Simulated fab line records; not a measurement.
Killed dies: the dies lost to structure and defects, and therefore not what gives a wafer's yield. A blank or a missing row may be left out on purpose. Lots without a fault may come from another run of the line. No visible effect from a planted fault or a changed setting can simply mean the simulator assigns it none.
Which tool was responsible? ; flow gf180mcu ; 12 lots with 34 wafers sampled at 5 steps, on a route of 602 steps

## WHAT EACH GAUGE READ, for each wafer
GF_HV_LDD_THK_MEAS_55.
lot;measured;on;HV_LDD_CVD_54_THK (nm)
L947;day 13 20:23;film_metro-04;10.07 10.03 10.13
L949;day 14 07:50;film_metro-04;10.04 9.86
L950;day 14 22:58;film_metro-04;9.96 9.89 9.81
L951;day 14 23:07;film_metro-02;9.93 10.00
L954;day 16 07:03;film_metro-04;10.00 10.16 10.00
L960;day 18 01:46;film_metro-01;9.96 9.88 10.03
L961;day 18 08:21;film_metro-02;10.07 10.18 10.05
L962;day 18 19:39;film_metro-01;10.10 10.13 10.03
L963;day 19 05:39;film_metro-04;10.37 10.24 10.10
L964;day 19 14:13;film_metro-04;10.34 10.18 10.35
L965;day 19 17:47;film_metro-01;10.09 10.05 10.13
L966;day 20 10:45;film_metro-02;10.30 10.27 10.33

GF_PSD_RS_MEAS_14: measurement is done with a four-point probe.
lot;measured;on;NSD_RS (ohm/sq)
L947;day 15 16:37;film_metro-04;46.22 46.14 46.11
L949;day 16 05:46;film_metro-01;44.77 44.78
L950;day 16 20:38;film_metro-01;45.95 46.04 46.02
L951;day 16 21:22;film_metro-03;44.77 44.65
L954;day 18 08:32;film_metro-01;46.10 46.10 45.98
L960;day 20 05:14;film_metro-01;45.98 46.05 46.16
L961;day 20 12:01;film_metro-01;46.11 46.08 46.08
L962;day 20 22:58;film_metro-04;46.18 46.23 46.26
L963;day 21 09:19;film_metro-03;46.14 46.16 46.15
L964;day 21 17:10;film_metro-04;46.07 45.95 46.15
L965;day 21 21:10;film_metro-01;46.08 46.09 46.03
L966;day 22 13:28;film_metro-03;46.18 46.26 46.24

## WHAT TOOL EACH LOT RAN ON (gives the tool, then ch and the chambers of the sampled wafers, and finally the start)
lot;GF_HV_LDD_STRIP_37;GF_NSD_IMPLANT_09;GF_NSD_STRIP_11
L947;plasma_asher-04 ch 0,1, day 12 22:55;implanter-03 ch 0, day 14 18:11;plasma_asher-04 ch 0,1, day 14 18:28
L949;plasma_asher-03 ch 1, day 13 09:31;implanter-03 ch 0, day 15 07:01;plasma_asher-04 ch 0, day 15 07:16
L950;plasma_asher-04 ch 0,1, day 14 00:20;implanter-04 ch 0, day 15 21:53;plasma_asher-01 ch 0,1, day 15 22:11
L951;plasma_asher-03 ch 0,1, day 14 00:53;implanter-03 ch 0, day 15 22:19;plasma_asher-03 ch 1, day 15 22:35
L954;plasma_asher-04 ch 0, day 15 07:41;implanter-02 ch 0, day 17 07:48;plasma_asher-04 ch 0, day 17 08:04
L960;plasma_asher-02 ch 0,1, day 17 00:55;implanter-04 ch 0, day 19 03:28;plasma_asher-03 ch 0,1, day 19 03:44
L961;plasma_asher-03 ch 0,1, day 17 06:50;implanter-04 ch 0, day 19 10:38;plasma_asher-03 ch 0,1, day 19 10:56
L962;plasma_asher-03 ch 0,1, day 17 18:22;implanter-02 ch 0, day 19 21:26;plasma_asher-01 ch 0,1, day 19 21:44
L963;plasma_asher-02 ch 0, day 18 04:20;implanter-04 ch 0, day 20 08:22;plasma_asher-03 ch 0,1, day 20 08:40
L964;plasma_asher-03 ch 0,1, day 18 11:20;implanter-04 ch 0, day 20 16:20;plasma_asher-01 ch 0,1, day 20 16:38
L965;plasma_asher-02 ch 0,1, day 18 15:10;implanter-03 ch 0, day 20 20:44;plasma_asher-01 ch 0,1, day 20 21:01
L966;plasma_asher-04 ch 0,1, day 19 08:31;implanter-03 ch 0, day 21 12:55;plasma_asher-01 ch 0,1, day 21 13:13
- GF_HV_LDD_STRIP_37: strips in O2/N2.
- GF_NSD_IMPLANT_09
- GF_NSD_STRIP_11: strips in O2/N2.

## WHAT THE TOOLS THEMSELVES READ (means of the sampled wafers that have a number; where no wafer has one, the mark that the record gives instead)
GF_HV_LDD_STRIP_37.
lot;tool;drypump_motor_current_A (A);heater_power_w (W);oes_product_au (a.u.);strip_time_to_endpoint_s (s)
L947;plasma_asher-04;5.4;361;0.719;12.63
L949;plasma_asher-03;5.4;366;0.720;12.60
L950;plasma_asher-04;5.3;362;0.719;12.63
L951;plasma_asher-03;6.0;339;0.716;12.57
L954;plasma_asher-04;5.3;348;0.716;12.63
L960;plasma_asher-02;5.2;322;0.716;12.64
L961;plasma_asher-03;5.8;338;0.722;12.69
L962;plasma_asher-03;6.2;328;0.716;12.63
L963;plasma_asher-02;5.2;333;0.715;12.65
L964;plasma_asher-03;5.7;339;0.715;12.61
L965;plasma_asher-02;5.2;312;0.718;12.63
L966;plasma_asher-04;5.3;347;0.714;12.64

GF_NSD_IMPLANT_09.
lot;tool;beam_on_s (s);end_station_pressure_torr (Torr);faraday_current_uA
L947;implanter-03;16.6;1.41e-05;13157
L949;implanter-03;22.5;1.28e-05;9730
L950;implanter-04;18.6;1.33e-05;11750
L951;implanter-03;22.5;1.32e-05;9718
L954;implanter-02;19.1;1.29e-05;11466
L960;implanter-04;18.5;1.30e-05;11861
L961;implanter-04;18.6;1.30e-05;11756
L962;implanter-02;18.8;1.22e-05;11668
L963;implanter-04;18.4;1.24e-05;11943
L964;implanter-04;18.7;1.35e-05;11702
L965;implanter-03;17.0;1.42e-05;12850
L966;implanter-03;17.1;1.47e-05;12740

GF_NSD_STRIP_11.
lot;tool;drypump_motor_current_A (A);heater_power_w (W);oes_product_au (a.u.);strip_time_to_endpoint_s (s)
L947;plasma_asher-04;5.3;363;0.485;22.97
L949;plasma_asher-04;5.3;344;0.478;23.79
L950;plasma_asher-01;5.9;320;0.488;22.95
L951;plasma_asher-03;5.4;360;0.478;23.82
L954;plasma_asher-04;5.3;342;0.492;23.07
L960;plasma_asher-03;5.8;343;0.489;22.98
L961;plasma_asher-03;6.2;319;0.494;22.96
L962;plasma_asher-01;5.9;331;0.489;23.00
L963;plasma_asher-03;5.8;341;0.490;23.00
L964;plasma_asher-01;6.0;335;0.486;22.94
L965;plasma_asher-01;5.9;334;0.484;22.98
L966;plasma_asher-01;6.0;328;0.490;22.96

## THE ANSWER, worked out from the rows above alone
Rule: the usual values come from the lots themselves. Put in order of their means at a reading, lots are off if they are a third of the lots or fewer, leave a main group of 4 or more, and stand apart from it by a gap of 3 or more times the standard deviation of the main group's means; of several such gaps the widest counts. Not used: any main group whose means are identical at the precision the tables above print for the reading. A lot without any number at a reading at which 4 lots or more have one is off too. Any other lot the step has rows for is counted as sound. First the gauges in route order, then the tools' own readings, where a lot's mean is used as printed above. At the first step where some lot is off, the reading lying furthest off is the one used; lots without a number count as furthest.
Off: L949, L951, at GF_PSD_RS_MEAS_14 (NSD_RS). The main group: mean 46.11 ohm/sq, standard deviation 0.072.
If a tool, at a process step before that reading, ran all the lots that are off and no sound lot after the first of them, it fits. Not tried: the gauges at GF_PSD_RS_MEAS_14; whatever is off there is also off at GF_NSD_IMPLANT_09, on other tools, and gauge error can't account for it. None of those tried fits.

## WHAT THE SIMULATOR PUT IN
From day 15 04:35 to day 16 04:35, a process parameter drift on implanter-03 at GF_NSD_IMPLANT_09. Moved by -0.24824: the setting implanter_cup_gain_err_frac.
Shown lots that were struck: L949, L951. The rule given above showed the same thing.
